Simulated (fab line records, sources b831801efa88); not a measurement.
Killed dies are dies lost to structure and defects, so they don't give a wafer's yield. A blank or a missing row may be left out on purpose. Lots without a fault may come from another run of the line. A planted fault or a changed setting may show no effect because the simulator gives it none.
Which tool did it? | flow sky130 | 14 lots, 42 wafers sampled, at 4 steps of a route of 708

WHAT THE GAUGES READ, wafer by wafer
SKY_CAP2M_OVL_MEAS_12.
lot  | measured     | on         | CAP2M_OVL (nm)
L647 | day 41 00:46 | overlay-01 | -0.1 2.0 0.7
L648 | day 41 08:08 | overlay-02 | 1.8 0.8 1.8
L649 | day 41 18:26 | overlay-01 | 0.7 -0.7 0.1
L650 | day 42 08:10 | overlay-01 | 0.6 -0.2 0.5
L652 | day 42 19:41 | overlay-01 | -1.2 0.0 -0.2
L653 | day 43 09:25 | overlay-01 | 1.2 2.5 1.1
L654 | day 43 16:11 | overlay-02 | 0.4 -0.9 -1.2
L655 | day 43 22:16 | overlay-02 | -0.5 1.2 -0.1
L657 | day 44 02:43 | overlay-01 | -0.4 0.7 1.7
L660 | day 44 23:49 | overlay-01 | 1.1 -1.1
L661 | day 45 09:13 | overlay-01 | 1.0 0.4 -0.2
L664 | day 46 03:49 | overlay-01 | 1.1 -0.3 0.7
L666 | day 46 11:09 | overlay-02 | -1.1
L668 | day 46 22:20 | overlay-01 | 2.4 3.3 2.8

WHICH TOOL RAN EACH LOT (tool, then ch and the chambers of the sampled wafers, then the start)
lot  | SKY_METAL3_DESCUM_15              | SKY_VIA3_CMP_24               | SKY_METAL4_SPUTTER_04
L647 | rie_metal-04 ch 0,1, day 38 20:10 | cmp-02 ch 0,1,2, day 40 00:18 | pvd_sputter-04, day 40 00:40
L648 | rie_metal-02 ch 0,1, day 39 04:06 | cmp-02 ch 0,1, day 40 07:46   | pvd_sputter-04, day 40 08:07
L649 | rie_metal-02 ch 0,1, day 39 13:58 | cmp-01 ch 0,1,2, day 40 17:10 | pvd_sputter-04, day 40 17:34
L650 | rie_metal-01 ch 0,1, day 40 04:50 | cmp-01 ch 1,2,3, day 41 07:54 | pvd_sputter-02, day 41 08:18
L652 | rie_metal-02 ch 0,1, day 40 16:26 | cmp-02 ch 1,2,3, day 41 19:43 | pvd_sputter-01, day 41 20:01
L653 | rie_metal-01 ch 0,1, day 41 06:37 | cmp-02 ch 0,1,2, day 42 09:13 | pvd_sputter-01, day 42 09:37
L654 | rie_metal-04 ch 0,1, day 41 13:49 | cmp-01 ch 0,1,3, day 42 16:14 | pvd_sputter-02, day 42 16:38
L655 | rie_metal-04 ch 1, day 41 21:13   | cmp-02 ch 0,1,2, day 42 23:38 | pvd_sputter-01, day 42 23:56
L657 | rie_metal-04 ch 0,1, day 42 00:59 | cmp-02 ch 0,1,2, day 43 03:44 | pvd_sputter-04, day 43 04:08
L660 | rie_metal-01 ch 0,1, day 42 23:22 | cmp-02 ch 0,1, day 44 00:51   | pvd_sputter-01, day 44 01:14
L661 | rie_metal-02 ch 0,1, day 43 08:29 | cmp-01 ch 0,1,2, day 44 10:23 | pvd_sputter-01, day 44 10:47
L664 | rie_metal-04 ch 0,1, day 44 04:58 | cmp-01 ch 1,2,3, day 45 05:40 | pvd_sputter-02, day 45 06:04
L666 | rie_metal-04 ch 0,1, day 44 12:23 | cmp-02 ch 1,2,3, day 45 14:07 | pvd_sputter-02, day 45 14:32
L668 | rie_metal-04 ch 0,1, day 45 00:38 | cmp-01 ch 0,3, day 46 01:25   | pvd_sputter-02, day 46 01:46
- SKY_METAL3_DESCUM_15: chemistry O2, time 8 s.
- SKY_VIA3_CMP_24: polishes, stops on SiO2, t overpolish 20 s, target thk 0 nm.
- SKY_METAL4_SPUTTER_04: material TiN, target thk 70 nm, time 58.3 s.

WHAT THE TOOLS THEMSELVES READ (means of the sampled wafers that have a number; where no wafer has one, the mark that the record gives instead)
SKY_METAL3_DESCUM_15.
lot  | tool         | drypump_motor_current_A (A) | oes_product_au (a.u.)
L647 | rie_metal-04 | 5.4                         | 1.002
L648 | rie_metal-02 | 5.3                         | 1.002
L649 | rie_metal-02 | 5.9                         | 1.005
L650 | rie_metal-01 | 6.2                         | 0.999
L652 | rie_metal-02 | 5.9                         | 1.002
L653 | rie_metal-01 | 6.0                         | 1.000
L654 | rie_metal-04 | 5.8                         | 0.998
L655 | rie_metal-04 | 6.0                         | 1.004
L657 | rie_metal-04 | 5.8                         | 1.003
L660 | rie_metal-01 | 6.2                         | 1.001
L661 | rie_metal-02 | 5.9                         | 1.001
L664 | rie_metal-04 | 5.7                         | 1.004
L666 | rie_metal-04 | 5.7                         | 1.001
L668 | rie_metal-04 | 5.4                         | 1.002

SKY_VIA3_CMP_24.
lot  | tool   | motor_current_A (A) | overpolish_run_s (s) | slurry_flow_ml_min | time_to_endpoint_s (s)
L647 | cmp-02 | 10.4                | 20.011               | 149.8              | 97
L648 | cmp-02 | 10.5                | 19.987               | 150.0              | 99
L649 | cmp-01 | 11.2                | 20.004               | 150.5              | 94
L650 | cmp-01 | 10.3                | 20.002               | 149.7              | 95
L652 | cmp-02 | 10.3                | 19.998               | 149.9              | 95
L653 | cmp-02 | 9.9                 | 20.001               | 149.7              | 88
L654 | cmp-01 | 9.5                 | 20.006               | 149.8              | 98
L655 | cmp-02 | 10.3                | 19.995               | 150.0              | 90
L657 | cmp-02 | 10.3                | 20.004               | 150.2              | 91
L660 | cmp-02 | 10.3                | 13.347               | 149.8              | 110
L661 | cmp-01 | 11.1                | 19.999               | 149.9              | 100
L664 | cmp-01 | 10.5                | 19.997               | 149.9              | 97
L666 | cmp-02 | 10.4                | 6.688                | 149.6              | 132
L668 | cmp-01 | 10.8                | 20.002               | 149.9              | 93

SKY_METAL4_SPUTTER_04.
lot  | tool           | throttle_valve_pct (%)
L647 | pvd_sputter-04 | 30.3
L648 | pvd_sputter-04 | 29.7
L649 | pvd_sputter-04 | 30.1
L650 | pvd_sputter-02 | 32.4
L652 | pvd_sputter-01 | 30.6
L653 | pvd_sputter-01 | 30.6
L654 | pvd_sputter-02 | 30.3
L655 | pvd_sputter-01 | 30.6
L657 | pvd_sputter-04 | 29.4
L660 | pvd_sputter-01 | 30.8
L661 | pvd_sputter-01 | 30.4
L664 | pvd_sputter-02 | 30.2
L666 | pvd_sputter-02 | 31.7
L668 | pvd_sputter-02 | 30.9

THE ANSWER, worked out from the rows above alone
Rule: what is usual is taken from the lots themselves. Put in order of their means at a reading, lots are off if they are a third of the lots or fewer, leave a main group of 4 or more, and stand apart from it by a gap of 3 or more times the standard deviation of the main group's means; of several such gaps the widest counts. A main group whose means are all the same, to the digits that the tables above print for the reading, isn't used. A lot without any number at a reading at which 4 lots or more have one is off too. The other lots that the step has rows for count as sound. The gauges are gone through in route order, then the tools' own readings, and for those a lot's mean is taken as printed above. The first step at which some lot is off is used, and at that step the reading that is off furthest; a lot without a number counts as furthest.
Off: L660, L666, at SKY_VIA3_CMP_24 (overpolish_run_s). The main group: mean 20.000 s, standard deviation 0.0058.
A tool fits if, at that step or a process step before it, it ran every lot that is off, and no sound lot after the first of them. One fits: cmp-02 at SKY_VIA3_CMP_24. Its last sound lot is L657 (day 43 03:44), its first lot that is off L660 (day 44 00:51): a fault that began between those two fits.
The tool's own readings at SKY_VIA3_CMP_24 bear it out: on the lots that are off they differ by more than 5 times the standard deviation of the sound lots' means. overpolish_run_s reads 10.018 s there against 20.000 s on the sound lots; time_to_endpoint_s reads 121 s there against 95 s on the sound lots.

WHAT THE SIMULATOR HAD PUT IN
Process parameter drift: cmp-02, from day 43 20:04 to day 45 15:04, at SKY_VIA3_CMP_24. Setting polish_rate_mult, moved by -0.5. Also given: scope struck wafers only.
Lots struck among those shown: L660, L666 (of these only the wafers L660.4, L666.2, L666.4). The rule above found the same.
